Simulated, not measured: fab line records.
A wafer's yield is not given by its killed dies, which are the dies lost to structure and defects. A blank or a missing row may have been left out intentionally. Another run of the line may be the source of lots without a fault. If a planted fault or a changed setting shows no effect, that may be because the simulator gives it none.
Struck lot and sound lot, side by side || flow sky130 || 13 out of 708 route steps
Sound: these wafers, L326.1, L326.3, L326.5. Wafers struck: L329.2, L329.3, L329.4. The cause is given at the end.
Per side, at each step with rows, come the tool, then ch with its chambers, and then its first start. Under that, the readings that differ: sound wafers || struck wafers || difference of the means || sigmas: that difference in standard deviations of wafers without a fault.
alike: readings whose means differ by less than 2 such deviations, and words and numbers that are the same on both sides. not compared: withheld readings, readings that some wafer has no value for, bounds like >300 that may hide the same value, and numbers for which the record gives no deviation and whose values overlap.
The two part at a step that has a row with sigmas, a row that says differs or no value, or rows on one side only. Non-overlapping numbers with no deviation appear without sigmas and do not part them. A reading missing from all wafers of one side parts the sides only when that side holds two or more wafers.

SKY_FIELD_ISO_BOW_MEAS_00:
  sound on filmMetro-04 at day 2 16:00; struck on filmMetro-01 at day 3 07:01
  alike: INCOMING_BOW
then, 1 step without rows for these wafers: SKY_FIELD_ISO_OXIDATION_01 (stabilise 600 s, purge 300 s, target thk 12 nm).
SKY_FIELD_ISO_THK_MEAS_02:
  sound on filmMetro-01 at day 2 17:45; struck on filmMetro-04 at day 3 09:01
  alike: FIELD_ISO_OXIDATION_00_THK
then, 1 step without rows for these wafers: SKY_FIELD_ISO_CVD_03 (deposits Si3N4 from DCS/NH3, target thk 165 nm, time 2830 s).
SKY_FIELD_ISO_THK_MEAS_04:
  sound on filmMetro-04 at day 2 19:36; struck on filmMetro-01 at day 3 10:52
  alike: FIELD_ISO_CVD_03_THK
then, 6 steps without rows for these wafers: SKY_FIELD_ISO_DEHYDRATE_05 (time 60 s); SKY_FIELD_ISO_HMDS_06 (prime time 60 s); SKY_FIELD_ISO_COAT_07 (resist thk 60 nm); SKY_FIELD_ISO_COAT_08 (resist thk 450 nm); SKY_FIELD_ISO_SOFTBAKE_09 (time 90 s); SKY_FIELD_ISO_EXPOSE_10 (exposes mask FOM, target cd 150 nm).
SKY_FIELD_ISO_PEB_11:
  struck on lithoTrack-01, day 4 02:00; sound on lithoTrack-01 ch 0, day 3 10:00
{"reading": "exhaustPa (Pa)", "sound": "45.4 46.0 45.2", "struck": "- - -", "difference": "no value on the struck wafers", "sigmas": ""}
  not compared: chillPlateTempC
then, 1 step without rows for these wafers: SKY_FIELD_ISO_DEVELOP_12 (develop time 60 s).

## WHERE THEY PART
Only at SKY_FIELD_ISO_PEB_11, within this record.

WHY: whatever the simulator had introduced
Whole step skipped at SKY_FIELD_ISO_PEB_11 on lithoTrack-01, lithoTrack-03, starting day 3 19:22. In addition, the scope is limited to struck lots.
